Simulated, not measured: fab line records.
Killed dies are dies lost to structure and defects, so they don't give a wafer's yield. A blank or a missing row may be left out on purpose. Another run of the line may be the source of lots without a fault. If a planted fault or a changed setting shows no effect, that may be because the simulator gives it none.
fab line records	flow gf180mcu
record lots=24	wafers=72	last-day=34
route steps=602 shown V1@351 M3@419 V3@455 V4@502
lots that met no fault: from a run of the same line without faults
start-h: the number of hours between the record's first day and the start of the first shown wafer of the lot	wait-h: how many hours have passed since the lot's step before this one	" as in the row above	L1.1+2: several wafers, shown together as one row	- no value, or no start was given	* or withheld: withheld	< > ~ a bound
route shown NAME@n: NAME is a module with steps in the file, n the number in the route of the first one	usual: mean/standard deviation taken from wafers without a fault	same: alike in all rows	chamber/n: place in a boat	sites: the reading at each site	_std_site: their standard deviation	_edge_site: the outer-site mean with the inner-site mean subtracted	radius-mm: how far each site lies from the wafer's centre	mask NAME#n: copy n	behind: the most recent tool/chamber to have shaped the wafer	hold: reason for holding the lot/hours on hold/outcome of the hold	device: the transistor (n, p or np) that didn't switch	end of line: the same wafers' tests at the end of the route	where a step has no rows: the recipe by itself	killed: count of dies lost to structure and defects at first sort (not the wafer's yield)	map: dies across one wafer; x = killed, . = not, _ = none there
set.NAME: the setting the step ran with; set.NAME@STEP: the setting that earlier step ran with	model.NAME: the simulator's own value behind a step, which no gauge read
the route's steps for a sample of lots (tables are steps, rows are wafers)
services: when a tool's chamber went out of use (start-h, in hours from the record's first day, below 0 if earlier), for how many hours, and the reason
## steps
# step GF_V1_ETCH_16
# recipe chemistry=N2/H2	target-depth-a=withheld	overetch-a=withheld	time-s=withheld	target=BARC	ion-energy-ev=200	source-w=500	bias-w=100	pressure-mtorr=30	n2-flow-sccm=100	h2-flow-sccm=200
# usual drypump-motor-current-A=5.7/0.36	h2-flow-sccm=200.0/0.56	oes-product-au=0.855/0.0046	throttle-valve-pct=13.225/0.0088
lot.wafer	tool	chamber	start-h	wait-h	drypump-motor-current-A	h2-flow-sccm	oes-product-au	throttle-valve-pct
L074.2	rie-diel-04	2	412.19	0.0	5.9	199.6	0.857	13.228
L074.3	"	3	"	"	5.5	199.7	0.853	13.229
L074.6	"	0	"	"	5.8	199.7	0.863	13.215
L075.2	rie-diel-03	3	421.82	0.0	5.5	199.5	0.852	13.216
L075.4	"	2	"	"	6.7	200.8	0.847	13.210
L075.5	"	3	"	"	5.5	200.2	0.862	13.218
L076.1	rie-diel-03	2	430.52	0.0	6.7	201.9	0.854	13.211
L076.3	"	0	"	"	6.1	200.6	0.854	13.237
L076.5	"	3	"	"	5.5	200.6	0.860	13.212
L077.2	rie-diel-04	0	446.67	0.0	5.8	200.6	0.866	13.237
L077.4	"	3	"	"	5.5	199.9	0.860	13.219
L077.5	"	3	"	"	5.5	200.2	0.853	13.237
L078.1	rie-diel-04	1	458.67	0.0	6.0	199.3	0.860	13.213
L078.3	"	0	"	"	5.7	199.8	0.851	13.230
L078.6	"	2	"	"	5.9	200.9	0.846	13.226
L079.1	rie-diel-02	0	459.37	0.0	5.4	200.2	0.852	13.231
L079.3	"	1	"	"	5.1	199.6	0.846	13.225
L079.6	"	1	"	"	5.1	199.6	0.854	13.210
L080.2	rie-diel-04	1	470.72	0.0	6.0	200.4	0.857	13.215
L080.3	"	0	"	"	5.8	200.6	0.858	13.204
L080.5	"	0	"	"	5.8	199.1	0.858	13.226
L081.3	rie-diel-02	1	475.07	0.0	5.1	199.2	0.852	13.242
L081.4	"	3	"	"	5.8	199.9	0.857	13.240
L081.6	"	0	"	"	5.4	200.5	0.867	13.231
L082.3	rie-diel-03	0	483.92	0.0	6.1	199.8	0.850	13.225
L082.4	"	1	"	"	6.1	199.4	0.861	13.228
L082.6	"	1	"	"	6.1	200.0	0.859	13.223
L083.1	rie-diel-02	0	491.38	0.0	5.3	200.5	0.850	13.237
L083.3	"	2	"	"	5.8	200.8	0.857	13.220
L083.5	"	0	"	"	5.4	199.5	0.858	13.243
L084.3	rie-diel-02	1	501.08	0.0	5.1	200.1	0.860	13.225
L084.5	"	0	"	"	5.4	199.5	0.855	13.206
L084.6	"	1	"	"	5.1	199.6	0.855	13.226
L085.3	rie-diel-02	2	515.02	0.0	5.8	199.9	0.859	13.224
L085.4	"	0	"	"	5.4	200.2	0.856	13.215
L085.5	"	0	"	"	5.3	200.3	0.864	13.223
L086.4	rie-diel-02	2	520.87	0.0	5.8	200.3	0.857	13.235
L086.5	"	3	"	"	5.7	199.9	0.857	13.230
L086.6	"	0	"	"	5.3	199.9	0.847	13.218
L087.3	rie-diel-04	0	527.13	0.0	5.8	201.2	0.854	13.221
L087.4	"	2	"	"	5.9	199.3	0.852	13.214
L087.5	"	1	"	"	6.0	199.2	0.852	13.224
L088.4	rie-diel-04	3	537.93	0.0	5.5	199.8	0.852	13.231
L088.5	"	2	"	"	5.9	199.6	0.853	13.223
L088.6	"	1	"	"	6.0	199.3	0.852	13.219
L089.3	rie-diel-04	2	543.48	0.0	5.9	200.8	0.852	13.234
L089.5	"	2	"	"	5.9	199.9	0.848	13.227
L089.6	"	0	"	"	5.8	200.1	0.851	13.225
L090.1	rie-diel-02	3	555.57	0.0	5.8	199.5	0.857	13.230
L090.2	"	0	"	"	5.3	200.6	0.855	13.216
L090.3	"	1	"	"	5.1	199.9	0.855	13.232
L091.3	rie-diel-02	1	559.67	0.0	5.1	200.5	0.852	13.233
L091.4	"	2	"	"	5.8	199.5	0.857	13.227
L091.6	"	3	"	"	5.7	199.7	0.849	13.215
L092.1	rie-diel-02	3	578.03	0.0	5.8	200.3	0.848	13.238
L092.3	"	2	"	"	5.8	199.6	0.857	13.238
L092.4	"	1	"	"	5.1	199.4	0.856	13.224
L093.2	rie-diel-04	1	582.78	0.0	6.0	200.5	0.850	13.230
L093.5	"	2	"	"	6.0	200.7	0.854	13.221
L093.6	"	3	"	"	5.5	199.9	0.857	13.231
L094.2	rie-diel-04	1	584.47	0.0	6.0	200.6	0.852	13.222
L094.4	"	3	"	"	5.5	199.6	0.848	13.215
L094.5	"	2	"	"	5.9	201.1	0.853	13.225
L095.2	rie-diel-04	3	588.48	0.0	5.5	199.9	0.857	13.231
L095.3	"	2	"	"	5.9	199.6	0.847	13.215
L095.5	"	1	"	"	6.0	200.5	0.857	13.229
L096.2	rie-diel-03	3	598.42	0.0	5.5	200.5	0.850	13.225
L096.3	"	1	"	"	6.1	199.9	0.858	13.218
L096.5	"	2	"	"	6.7	199.1	0.844	13.213
L097.1	rie-diel-02	1	606.28	0.0	5.1	200.2	0.853	13.229
L097.2	"	0	"	"	5.3	199.9	0.859	13.227
L097.3	"	3	"	"	5.8	200.0	0.863	13.240
# step GF_V1_STRIP_18
# recipe chemistry=O2/N2	power-w=1400	pressure-mtorr=1500	platen-temp-c=250	o2-flow-sccm=3000	n2-flow-sccm=300	overash-fraction=0.5
# usual drypump-motor-current-A=5.6/0.59	heater-power-w=338/39	oes-product-au=0.592/0.0043
lot.wafer	tool	chamber	start-h	wait-h	drypump-motor-current-A	heater-power-w	oes-product-au	rf-hours-counter-h
L074.2	plasma-asher-02	1	412.31	-	5.9	326	0.591	26
L074.3	"	0	"	"	6.3	318	0.586	-
L074.6	"	0	"	"	6.3	324	0.588	-
L075.2	plasma-asher-02	0	421.95	-	6.3	331	0.586	27
L075.4	"	1	"	"	5.9	320	0.588	-
L075.5	"	0	"	"	6.3	331	0.604	-
L076.1	plasma-asher-03	1	430.65	-	5.8	295	0.589	62
L076.3	"	1	"	"	5.9	297	0.596	-
L076.5	"	1	"	"	5.9	288	0.591	-
L077.2	plasma-asher-02	0	446.80	-	6.4	331	0.596	30
L077.4	"	1	"	"	5.9	316	0.593	-
L077.5	"	0	"	"	6.3	330	0.591	-
L078.1	plasma-asher-03	0	458.80	-	5.0	341	0.595	65
L078.3	"	0	"	"	5.0	345	0.593	-
L078.6	"	1	"	"	5.8	291	0.593	-
L079.1	plasma-asher-04	0	459.50	-	4.6	324	0.589	87
L079.3	"	0	"	"	4.6	313	0.595	-
L079.6	"	1	"	"	5.7	413	0.589	-
L080.2	plasma-asher-02	0	470.85	-	6.3	327	0.594	32
L080.3	"	0	"	"	6.3	335	0.600	-
L080.5	"	1	"	"	5.9	315	0.596	-
L081.3	plasma-asher-03	0	475.23	-	5.0	349	0.595	-
L081.4	"	1	"	"	5.8	295	0.589	-
L081.6	"	1	"	"	5.8	290	0.596	-
L082.3	plasma-asher-03	0	484.08	-	4.9	346	0.591	-
L082.4	"	1	"	"	5.8	292	0.587	-
L082.6	"	1	"	"	5.9	294	0.594	-
L083.1	plasma-asher-02	1	491.51	-	5.9	330	0.585	34
L083.3	"	1	"	"	5.8	318	0.585	-
L083.5	"	1	"	"	5.8	328	0.583	-
L084.3	plasma-asher-04	1	501.25	-	5.7	412	0.593	-
L084.5	"	0	"	"	4.6	318	0.600	-
L084.6	"	1	"	"	5.7	413	0.592	-
L085.3	plasma-asher-04	1	515.18	-	5.7	424	0.595	-
L085.4	"	0	"	"	4.6	314	0.595	-
L085.5	"	0	"	"	4.6	314	0.597	-
L086.4	plasma-asher-02	1	521.03	-	5.9	322	0.590	-
L086.5	"	0	"	"	6.3	333	0.595	-
L086.6	"	1	"	"	5.9	316	0.591	-
L087.3	plasma-asher-04	0	527.30	-	4.6	322	0.592	-
L087.4	"	1	"	"	5.7	415	0.589	-
L087.5	"	0	"	"	4.6	308	0.598	-
L088.4	plasma-asher-02	1	538.10	-	5.8	330	0.590	-
L088.5	"	1	"	"	5.9	323	0.593	-
L088.6	"	0	"	"	6.3	334	0.591	-
L089.3	plasma-asher-03	1	543.65	-	5.8	294	0.591	-
L089.5	"	1	"	"	5.9	291	0.585	-
L089.6	"	0	"	"	5.0	352	0.591	-
L090.1	plasma-asher-02	1	555.70	-	5.9	325	0.594	41
L090.2	"	0	"	"	6.3	322	0.592	41
L090.3	"	1	"	"	5.9	326	0.602	-
L091.3	plasma-asher-02	1	559.83	-	5.9	328	0.588	-
L091.4	"	0	"	"	6.3	325	0.594	-
L091.6	"	1	"	"	5.9	328	0.590	-
L092.1	plasma-asher-04	0	578.16	-	4.6	308	0.599	99
L092.3	"	1	"	"	5.7	424	0.594	-
L092.4	"	0	"	"	4.6	317	0.597	-
L093.2	plasma-asher-04	1	582.91	-	5.7	414	0.600	100
L093.5	"	0	"	"	4.6	313	0.596	-
L093.6	"	1	"	"	5.6	415	0.591	-
L094.2	plasma-asher-04	0	584.59	-	4.6	309	0.597	101
L094.4	"	0	"	"	4.6	312	0.597	-
L094.5	"	1	"	"	5.7	428	0.590	-
L095.2	plasma-asher-04	1	588.61	-	5.6	418	0.592	101
L095.3	"	0	"	"	4.6	319	0.594	-
L095.5	"	0	"	"	4.6	316	0.593	-
L096.2	plasma-asher-02	1	598.54	-	5.9	326	0.594	45
L096.3	"	0	"	"	6.3	325	0.597	-
L096.5	"	0	"	"	6.3	331	0.589	-
L097.1	plasma-asher-03	0	606.41	-	5.0	342	0.594	79
L097.2	"	1	"	"	5.9	296	0.588	79
L097.3	"	0	"	"	5.0	354	0.590	-
# step GF_M3_SOFTBAKE_10
# recipe temp-c=130	time-s=60.96	resist=KrF
# usual plate-sensor-t-centre-C=131.02/0.011	plate-sensor-t-edge-C=131.21/0.01	softbake-temp-c=129.99/0.14
lot.wafer	tool	chamber	start-h	wait-h	plate-sensor-t-centre-C	plate-sensor-t-edge-C	softbake-temp-c
L074.2	litho-track-01	0	478.04	0.1	131.02	131.21	129.89
L074.3	"	0	"	"	131.01	131.21	129.94
L074.6	"	0	"	"	131	131.2	129.97
L075.2	litho-track-01	0	486.04	0.1	131.03	131.2	130.12
L075.4	"	0	"	"	131.02	131.2	130.05
L075.5	"	0	"	"	131.01	131.22	129.82
L076.1	litho-track-04	0	495.18	0.1	131.03	131.22	129.98
L076.3	"	0	"	"	131.02	131.19	130.13
L076.5	"	0	"	"	131.02	131.2	129.96
L077.2	litho-track-02	0	510.20	0.1	131.03	131.21	130.05
L077.4	"	0	"	"	131.01	131.19	129.95
L077.5	"	0	"	"	131.01	131.19	130.01
L078.1	litho-track-01	0	520.86	0.1	131.02	131.2	129.98
L078.3	"	0	"	"	131	131.23	130.10
L078.6	"	0	"	"	131	131.22	129.92
L079.1	litho-track-01	0	522.96	0.1	131.01	131.21	130.05
L079.3	"	0	"	"	131.01	131.2	130.07
L079.6	"	0	"	"	131.02	131.23	129.87
L080.2	litho-track-02	0	533.80	0.1	131.04	131.22	130.03
L080.3	"	0	"	"	131.02	131.21	130.09
L080.5	"	0	"	"	131.01	131.21	130.07
L081.3	litho-track-04	0	537.53	0.1	130.99	131.22	129.91
L081.4	"	0	"	"	131.01	131.21	129.97
L081.6	"	0	"	"	131	131.22	129.88
L082.3	litho-track-04	0	545.18	0.1	131.01	131.2	129.86
L082.4	"	0	"	"	131.01	131.22	130.02
L082.6	"	0	"	"	131.04	131.21	130.00
L083.1	litho-track-04	0	554.88	0.1	131	131.21	129.91
L083.3	"	0	"	"	131.02	131.2	130.06
L083.5	"	0	"	"	131.03	131.21	129.83
L084.3	litho-track-04	0	562.18	0.1	131	131.22	130.18
L084.5	"	0	"	"	131.03	131.2	130.23
L084.6	"	0	"	"	131.03	131.21	130.28
L085.3	litho-track-04	0	575.93	0.1	131.02	131.2	130.26
L085.4	"	0	"	"	131.02	131.21	130.23
L085.5	"	0	"	"	131	131.21	130.27
L086.4	litho-track-02	0	582.20	0.1	131.03	131.23	130.04
L086.5	"	0	"	"	131.02	131.2	129.77
L086.6	"	0	"	"	131.01	131.21	130.03
L087.3	litho-track-01	0	587.21	0.1	131.02	131.21	129.89
L087.4	"	0	"	"	131.02	131.21	130.11
L087.5	"	0	"	"	131.02	131.19	129.91
L088.4	litho-track-04	0	598.36	0.1	131	131.2	130.14
L088.5	"	0	"	"	131.02	131.21	129.90
L088.6	"	0	"	"	131.03	131.24	130.26
L089.3	litho-track-04	0	602.53	0.1	131.02	131.2	129.91
L089.5	"	0	"	"	131.01	131.21	129.91
L089.6	"	0	"	"	131.04	131.23	129.91
L090.1	litho-track-04	0	613.28	0.1	131.02	131.21	129.69
L090.2	"	0	"	"	131.03	131.22	130.08
L090.3	"	0	"	"	131.02	131.21	130.04
L091.3	litho-track-02	0	617.18	0.1	131.03	131.2	130.24
L091.4	"	0	"	"	131	131.22	130.04
L091.6	"	0	"	"	131.03	131.2	129.89
L092.1	litho-track-02	0	633.88	0.1	131.02	131.21	130.03
L092.3	"	0	"	"	131.01	131.2	130.02
L092.4	"	0	"	"	131.03	131.23	130.05
L093.2	litho-track-04	0	638.81	0.1	131.02	131.2	130.02
L093.5	"	0	"	"	131.01	131.21	129.96
L093.6	"	0	"	"	131.02	131.21	129.99
L094.2	litho-track-01	0	641.23	0.1	131	131.22	130.23
L094.4	"	0	"	"	131.02	131.2	129.77
L094.5	"	0	"	"	131.01	131.2	129.89
L095.2	litho-track-02	0	643.95	0.1	131.01	131.19	129.83
L095.3	"	0	"	"	131.03	131.2	130.06
L095.5	"	0	"	"	131.02	131.21	129.95
L096.2	litho-track-04	0	653.46	0.1	131.02	131.21	129.91
L096.3	"	0	"	"	131.01	131.21	129.74
L096.5	"	0	"	"	131.01	131.2	129.87
L097.1	litho-track-04	0	660.93	0.1	131.03	131.2	129.71
L097.2	"	0	"	"	131.01	131.22	129.74
L097.3	"	0	"	"	131	131.21	129.77
# step GF_M3_CD_MEAS_14
# recipe target-cd-nm=280
# usual cd-nm=280.4/1.1
lot.wafer	tool	chamber	start-h	wait-h	cd-nm
L074.2	cd-sem-02	-	489.63	0.1	280.4
L074.3	"	-	"	"	281.4
L074.6	"	-	"	"	281.0
L075.2	cd-sem-02	-	497.15	0.1	281.4
L075.4	"	-	"	"	280.5
L075.5	"	-	"	"	282.0
L076.1	cd-sem-02	-	507.16	0.1	280.8
L076.3	"	-	"	"	282.7
L076.5	"	-	"	"	280.8
L077.2	cd-sem-01	-	521.55	0.1	280.7
L077.4	"	-	"	"	280.7
L077.5	"	-	"	"	282.0
L078.1	cd-sem-02	-	532.23	0.1	279.7
L078.3	"	-	"	"	279.4
L078.6	"	-	"	"	279.0
L079.1	cd-sem-01	-	534.96	0.1	279.0
L079.3	"	-	"	"	279.6
L079.6	"	-	"	"	278.8
L080.2	cd-sem-01	-	544.98	0.1	279.4
L080.3	"	-	"	"	280.5
L080.5	"	-	"	"	279.6
L081.3	cd-sem-02	-	548.42	0.1	281.1
L081.4	"	-	"	"	281.5
L081.6	"	-	"	"	282.2
L082.3	cd-sem-01	-	556.07	0.1	279.8
L082.4	"	-	"	"	279.4
L082.6	"	-	"	"	281.4
L083.1	cd-sem-02	-	565.61	0.1	280.3
L083.3	"	-	"	"	282.1
L083.5	"	-	"	"	281.2
L084.3	cd-sem-01	-	572.67	0.1	279.3
L084.5	"	-	"	"	279.9
L084.6	"	-	"	"	280.0
L085.3	cd-sem-02	-	586.52	0.1	279.3
L085.4	"	-	"	"	279.5
L085.5	"	-	"	"	281.0
L086.4	cd-sem-01	-	592.74	0.1	277.4
L086.5	"	-	"	"	278.5
L086.6	"	-	"	"	278.2
L087.3	cd-sem-01	-	597.87	0.1	282.1
L087.4	"	-	"	"	281.6
L087.5	"	-	"	"	281.4
L088.4	cd-sem-01	-	608.99	0.1	279.6
L088.5	"	-	"	"	279.0
L088.6	"	-	"	"	278.5
L089.3	cd-sem-01	-	612.67	0.1	278.8
L089.5	"	-	"	"	279.1
L089.6	"	-	"	"	280.6
L090.1	cd-sem-01	-	623.78	0.1	278.5
L090.2	"	-	"	"	280.8
L090.3	"	-	"	"	279.6
L091.3	cd-sem-01	-	627.82	0.1	281.4
L091.4	"	-	"	"	282.4
L091.6	"	-	"	"	281.5
L092.1	cd-sem-01	-	643.68	0.1	280.7
L092.3	"	-	"	"	279.9
L092.4	"	-	"	"	281.3
L093.2	cd-sem-02	-	648.73	0.1	280.0
L093.5	"	-	"	"	281.1
L093.6	"	-	"	"	281.5
L094.2	cd-sem-01	-	651.33	0.1	282.3
L094.4	"	-	"	"	281.2
L094.5	"	-	"	"	283.2
L095.2	cd-sem-01	-	653.68	0.1	280.3
L095.3	"	-	"	"	280.7
L095.5	"	-	"	"	280.8
L096.2	cd-sem-01	-	662.95	0.1	280.4
L096.3	"	-	"	"	281.0
L096.5	"	-	"	"	281.2
L097.1	cd-sem-02	-	671.36	0.1	279.0
L097.2	"	-	"	"	279.9
L097.3	"	-	"	"	279.2
# step GF_V3_CMP_26
# recipe stop-on=SiO2	down-force-psi=3.5	platen-rpm=60	t-overpolish-s=15	target-thk-nm=0	pad-velocity-m-s=0.94248
# usual edge-zone-pressure-frac=0.999/0.0051	motor-current-A=10.7/1.1	overpolish-run-s=14.999/0.0094	time-to-endpoint-s=84/4.1
lot.wafer	tool	chamber	start-h	wait-h	edge-zone-pressure-frac	motor-current-A	overpolish-run-s	time-to-endpoint-s
L074.3	cmp-02	0	515.82	0.1	0.995	10.8	15.010	82
L074.2	"	1	"	"	0.989	9.8	15.010	89
L074.6	"	2	"	"	0.990	10.4	15.003	87
L075.4	cmp-02	1	523.79	0.0	0.999	10.6	15.002	88
L075.2	"	0	"	"	1.003	10.8	15.000	83
L075.5	"	2	"	"	0.993	10.0	14.985	85
L076.3	cmp-02	2	532.74	0.0	1.005	9.7	15.000	86
L076.1	"	1	"	"	0.998	10.2	15.011	86
L076.5	"	2	"	"	0.999	9.6	14.994	88
L077.4	cmp-02	3	547.16	0.3	0.995	9.8	14.999	84
L077.2	"	0	"	"	1.002	10.0	14.999	89
L077.5	"	1	"	"	0.996	10.6	15.003	90
L078.1	cmp-01	3	557.28	0.3	0.998	13.5	15.020	85
L078.3	"	0	"	"	0.993	11.7	14.985	82
L078.6	"	3	"	"	1.005	13.1	15.005	81
L079.3	cmp-02	1	560.58	0.6	1.001	10.3	15.002	89
L079.1	"	2	"	"	1.000	9.9	14.987	90
L079.6	"	0	"	"	0.996	11.3	14.996	89
L080.2	cmp-01	1	569.46	0.1	0.998	10.4	15.000	84
L080.3	"	2	"	"	0.999	11.5	15.000	78
L080.5	"	3	"	"	0.990	13.2	14.976	84
L081.3	cmp-01	0	573.18	0.1	0.997	11.8	14.999	82
L081.4	"	1	"	"	1.001	10.9	15.001	85
L081.6	"	0	"	"	0.999	11.8	14.995	82
L082.4	cmp-02	1	581.18	0.0	0.999	9.8	15.014	86
L082.3	"	2	"	"	0.986	10.0	15.001	85
L082.6	"	2	"	"	0.992	9.8	15.009	88
L083.1	cmp-02	3	590.01	0.1	1.008	9.2	14.996	81
L083.3	"	2	"	"	0.999	10.0	15.003	87
L083.5	"	3	"	"	1.003	8.7	14.995	77
L084.3	cmp-02	0	597.04	0.1	1.002	11.3	14.995	83
L084.5	"	3	"	"	0.998	9.7	14.989	77
L084.6	"	0	"	"	1.006	10.4	15.002	79
L085.3	cmp-01	0	610.81	0.0	0.998	11.1	15.001	83
L085.4	"	1	"	"	1.002	10.7	15.000	86
L085.5	"	1	"	"	1.002	10.6	15.003	88
L086.4	cmp-01	3	615.84	0.1	1.001	12.4	15.008	87
L086.6	"	1	"	"	1.004	10.9	15.004	89
L086.5	"	2	"	"	1.002	11.3	14.999	83
L087.3	cmp-01	3	621.76	0.1	0.998	12.2	14.988	81
L087.4	"	0	"	"	0.996	11.9	15.017	80
L087.5	"	3	"	"	1.002	12.3	14.992	78
L088.4	cmp-01	3	632.32	0.1	1.003	13.0	14.993	87
L088.5	"	1	"	"	1.002	10.8	15.007	90
L088.6	"	2	"	"	1.001	11.8	15.005	82
L089.3	cmp-02	1	634.86	0.1	0.998	10.2	14.984	85
L089.6	"	0	"	"	0.999	11.5	14.991	78
L089.5	"	1	"	"	0.994	10.6	14.991	83
L090.1	cmp-02	3	646.65	0.1	1.003	9.1	15.004	79
L090.2	"	0	"	"	1.000	10.6	15.014	87
L090.3	"	1	"	"	0.997	10.7	15.009	91
L091.4	cmp-02	3	649.87	0.0	1.001	9.1	15.003	76
L091.3	"	0	"	"	0.997	10.7	15.003	84
L091.6	"	0	"	"	0.998	11.4	15.016	83
L092.3	cmp-01	0	667.03	0.0	1.007	11.9	15.010	82
L092.1	"	1	"	"	1.004	10.6	14.996	83
L092.4	"	2	"	"	1.006	11.3	14.993	78
L093.2	cmp-02	2	670.22	0.1	0.998	9.6	15.002	82
L093.5	"	0	"	"	1.005	10.5	14.988	80
L093.6	"	1	"	"	0.993	10.0	15.015	86
L094.4	cmp-01	1	673.58	0.0	1.003	10.7	14.985	89
L094.2	"	3	"	"	0.994	12.5	15.006	86
L094.5	"	1	"	"	1.003	11.1	15.005	85
L095.2	cmp-02	3	675.77	0.3	1.004	9.2	15.002	78
L095.3	"	2	"	"	0.998	9.5	14.994	84
L095.5	"	3	"	"	1.005	8.8	15.008	81
L096.3	cmp-01	1	684.51	0.1	1.004	11.1	14.992	89
L096.2	"	2	"	"	1.007	11.7	14.997	82
L096.5	"	3	"	"	0.996	12.6	14.986	85
L097.2	cmp-02	1	691.84	0.0	1.006	10.2	14.984	91
L097.3	"	3	"	"	0.996	9.1	14.988	76
L097.1	"	0	"	"	0.998	10.6	14.991	87
# step GF_V4_CMP_26
# recipe stop-on=SiO2	down-force-psi=3.5	platen-rpm=60	t-overpolish-s=15	target-thk-nm=0	pad-velocity-m-s=0.94248
# usual edge-zone-pressure-frac=1.000/0.005	motor-current-A=10.5/1	overpolish-run-s=15.000/0.0094	time-to-endpoint-s=83/4.1
lot.wafer	tool	chamber	start-h	wait-h	edge-zone-pressure-frac	motor-current-A	overpolish-run-s	time-to-endpoint-s
L074.3	cmp-02	3	563.83	0.0	0.997	8.7	14.995	78
L074.2	"	2	"	"	0.998	9.9	14.982	82
L074.6	"	0	"	"	1.002	10.9	14.978	82
L075.4	cmp-02	3	571.88	0.0	0.995	8.8	14.980	81
L075.2	"	0	"	"	1.009	11.0	15.018	85
L075.5	"	0	"	"	1.011	11.4	15.007	85
L076.3	cmp-02	3	580.69	0.1	0.996	9.1	14.989	83
L076.1	"	0	"	"	1.000	10.5	14.998	88
L076.5	"	2	"	"	1.006	9.9	15.005	91
L077.2	cmp-01	0	593.38	0.1	1.005	12.2	15.004	82
L077.4	"	1	"	"	1.002	10.9	15.000	83
L077.5	"	3	"	"	0.996	13.0	15.008	84
L078.1	cmp-02	2	603.49	0.1	1.001	10.1	15.007	90
L078.3	"	3	"	"	1.004	9.2	14.996	83
L078.6	"	3	"	"	0.994	8.9	15.023	82
L079.3	cmp-02	1	606.94	0.0	1.006	10.1	14.985	87
L079.1	"	3	"	"	0.992	9.3	14.996	78
L079.6	"	1	"	"	1.001	10.3	15.000	82
L080.2	cmp-01	2	614.49	0.2	0.993	11.0	14.999	77
L080.3	"	3	"	"	1.001	12.1	15.012	85
L080.5	"	0	"	"	1.004	12.1	15.013	84
L081.3	cmp-01	1	618.01	0.0	0.995	11.0	15.007	83
L081.4	"	0	"	"	0.996	12.0	14.978	79
L081.6	"	1	"	"	1.002	11.1	14.989	83
L082.3	cmp-02	3	626.59	0.0	1.004	9.1	15.017	76
L082.4	"	0	"	"	0.996	11.0	14.981	84
L082.6	"	3	"	"	0.998	9.4	15.008	75
L083.1	cmp-01	3	633.91	0.1	0.997	12.4	14.996	89
L083.3	"	1	"	"	0.999	11.0	14.995	87
L083.5	"	3	"	"	0.992	12.8	15.015	83
L084.3	cmp-01	2	639.67	0.1	1.000	11.9	15.007	83
L084.5	"	0	"	"	1.000	11.7	15.010	85
L084.6	"	1	"	"	0.997	11.3	14.992	90
L085.4	cmp-02	1	653.72	0.1	1.005	10.2	15.003	87
L085.3	"	2	"	"	1.002	10.1	14.999	79
L085.5	"	0	"	"	0.999	10.4	14.992	86
L086.4	cmp-02	0	659.62	0.2	0.999	10.7	14.998	86
L086.5	"	1	"	"	1.006	10.1	15.003	90
L086.6	"	2	"	"	0.991	10.1	15.002	86
L087.4	cmp-02	1	663.60	0.1	0.993	10.6	15.010	83
L087.3	"	2	"	"	1.005	9.9	14.998	78
L087.5	"	1	"	"	0.997	10.2	15.002	85
L088.4	cmp-02	0	674.10	0.1	0.993	10.8	14.982	80
L088.6	"	3	"	"	0.994	9.2	15.007	77
L088.5	"	0	"	"	0.998	10.7	14.994	79
L089.3	cmp-02	2	677.07	0.0	1.007	10.1	15.004	83
L089.5	"	2	"	"	1.009	10.1	14.995	85
L089.6	"	3	"	"	1.010	9.3	14.998	74
L090.3	cmp-01	0	688.32	0.1	0.999	11.6	14.993	83
L090.2	"	1	"	"	1.001	10.8	15.016	85
L090.1	"	2	"	"	1.004	11.7	15.003	82
L091.4	cmp-02	3	690.99	0.0	1.003	9.8	14.989	78
L091.3	"	0	"	"	1.002	10.6	15.005	85
L091.6	"	0	"	"	1.000	10.8	14.997	86
L092.4	cmp-01	0	707.97	0.0	1.004	10.9	15.005	78
L092.1	"	1	"	"	1.012	10.8	15.001	83
L092.3	"	3	"	"	1.004	12.6	15.007	78
L093.2	cmp-02	2	711.27	0.1	1.000	9.7	15.004	81
L093.6	"	1	"	"	0.994	10.4	15.004	83
L093.5	"	2	"	"	1.006	9.7	15.012	85
L094.2	cmp-02	1	714.99	0.1	0.993	10.7	15.000	87
L094.4	"	2	"	"	0.993	10.2	14.996	85
L094.5	"	0	"	"	1.005	10.2	14.998	82
L095.2	cmp-02	2	716.51	0.0	1.002	9.7	14.990	83
L095.3	"	1	"	"	1.006	10.3	14.982	87
L095.5	"	3	"	"	1.002	9.3	14.993	75
L096.3	cmp-02	0	725.09	0.2	1.005	10.8	15.008	86
L096.2	"	3	"	"	0.996	8.8	14.999	81
L096.5	"	0	"	"	1.001	10.5	14.998	84
L097.3	cmp-02	1	731.02	0.1	1.003	11.0	14.989	87
L097.1	"	2	"	"	0.996	9.3	15.011	87
L097.2	"	3	"	"	0.999	8.9	14.999	76
## services
tool	chamber	start-h	hours	kind
plasma-asher-02	-	391.21	4.3	pm
cmp-01	-	405.42	4.0	pm
cmp-02	-	424.46	3.3	repair
rie-diel-02	3	426.13	2.8	repair
rie-diel-02	2	426.72	16.5	repair
cmp-02	-	434.30	1.6	repair
rie-diel-02	0	463.89	4.0	repair
rie-diel-04	2	467.02	3.8	repair
cmp-02	-	467.25	0.6	repair
rie-diel-04	3	515.18	3.4	repair
rie-diel-04	-	522.27	2.8	pm
rie-diel-04	1	530.63	3.7	repair
rie-diel-04	1	540.16	7.1	repair
rie-diel-02	0	544.41	5.5	repair
rie-diel-02	2	548.22	8.7	repair
cmp-02	-	554.24	6.2	pm
cmp-01	-	558.74	4.3	repair
cmp-02	-	564.15	0.5	repair
cmp-02	-	572.24	4.0	pm
cmp-02	-	611.73	11.3	pm
cmp-02	-	629.78	1.0	repair
cmp-01	-	674.57	5.6	pm
cmp-02	-	701.59	5.5	pm
cmp-01	-	726.25	5.5	repair
## key
fault none
